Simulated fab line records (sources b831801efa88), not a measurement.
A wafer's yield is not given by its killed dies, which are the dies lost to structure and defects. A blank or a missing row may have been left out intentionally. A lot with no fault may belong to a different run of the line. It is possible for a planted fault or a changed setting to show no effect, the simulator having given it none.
Struck lot and sound lot, side by side	flow sky130	15 steps out of a route of 708
Sound: the wafers L212.2, L212.3, L212.5. Struck: wafers L227.1, L227.2, L227.4. Last of all comes the cause.
Each step with rows lists, per side, the tool, then ch with its chambers, then its first start. Under that, the readings that differ: sound wafers	struck wafers	difference of the means	sigmas: that difference in standard deviations of wafers without a fault.
alike: a reading whose means differ by less than 2 such deviations, as well as words and numbers matching on both sides. not compared: withheld readings; readings where some wafer has no value; bounds like >300 that might hide an equal value; numbers whose values overlap and for which the record gives no deviation.
Wherever a step has rows on one side only, a row that says differs or no value, or a row with sigmas, the two part there. Numbers that don't overlap but have no deviation are shown without sigmas and don't part them. Lack of a reading on every wafer of one side parts them only where that side has two or more wafers.

first, 4 steps without rows for these wafers: SKY_LDD_N_SOFTBAKE_03 (time 60 s); SKY_LDD_N_EXPOSE_04 (exposes mask NTM, target cd 840 nm); SKY_LDD_N_PEB_05; SKY_LDD_N_DEVELOP_06 (develop time 60 s).
SKY_LDD_N_OVL_MEAS_07:
  sound: overlay-02 at day 19 15:59; struck: overlay-02 at day 24 22:52
  alike: LDD_N_OVL
then, 7 steps without rows for these wafers: SKY_LDD_N_IMPLANT_08; SKY_LDD_N_IMPLANT_09; SKY_LDD_N_IMPLANT_10; SKY_LDD_N_IMPLANT_11; SKY_LDD_N_IMPLANT_12; SKY_LDD_N_IMPLANT_13; SKY_LDD_N_IMPLANT_14.
SKY_LDD_N_IMPLANT_15:
  sound on implanter-02 ch 0, day 19 17:05; struck on implanter-01 ch 0, day 24 23:58
reading	sound	struck	difference	sigmas
dose_ions_cm2	5.006e+12 5.001e+12 5.005e+12	7.821e+12 7.825e+12 7.824e+12	+2.819e+12	+99 or more
faraday_current_uA	27.2 29.3 28.9	44.4 44.7 44.9	+16.2	+28
  alike: end_station_pressure_torr, tilt_deg
SKY_LDD_N_STRIP_16: strips in O2/N2.
  sound on plasma_asher-03 ch 0, day 19 17:13; struck on plasma_asher-03 ch 0,1, day 25 00:07
reading	sound	struck	difference	sigmas
strip_time_to_endpoint_s (s)	4.307 4.293 4.302	4.344 4.329 4.360	+0.044	+3
  alike: drypump_motor_current_A, oes_product_au
  not compared: rf_hours_counter_h
-- here the record skips 25 days between the struck wafers' starts before and after, leaving off in module LDD_N and picking up in module PAD_OPEN (first step shown: number 708 of the route) --
SKY_PAD_OPEN_PROBE_99:
  sound: prober-02 at day 47 06:37; struck: prober-01 at day 50 11:13
reading	sound	struck	difference	sigmas
killed_at_contacts	41 29 25	16 16 27	-12	-2
killed_dies	102 107 90	68 64 87	-27	-2
killed_open	59 65 49	34 27 53	-20	-3
model.etest.nfet_01v8_turned.vt_sat_v (V)	0.6535 0.6471 0.6593	0.6946 0.7029 0.697	+0.0449	
model.etest.nfet_01v8_turned.vt_v (V)	0.7003 0.6984 0.7077	0.7238 0.7292 0.7299	+0.0255	
model.etest.nfet_01v8_lvt.vt_sat_v (V)	0.5372 0.5354 0.5512	0.5668 0.5736 0.5586	+0.0251	
model.etest.nfet_01v8_lvt.vt_v (V)	0.6111 0.6112 0.6205	0.6301 0.6403 0.6295	+0.0190	
  alike: killed_at_M0_to_M3, killed_at_M4_up, killed_at_front_end, killed_at_other, killed_short

## WHERE THEY PART
Last at SKY_PAD_OPEN_PROBE_99 as far as this record goes, first at SKY_LDD_N_IMPLANT_15.

WHY: what the simulator had put in
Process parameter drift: implanter-01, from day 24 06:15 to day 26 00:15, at SKY_LDD_N_IMPLANT_15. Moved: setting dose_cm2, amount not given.
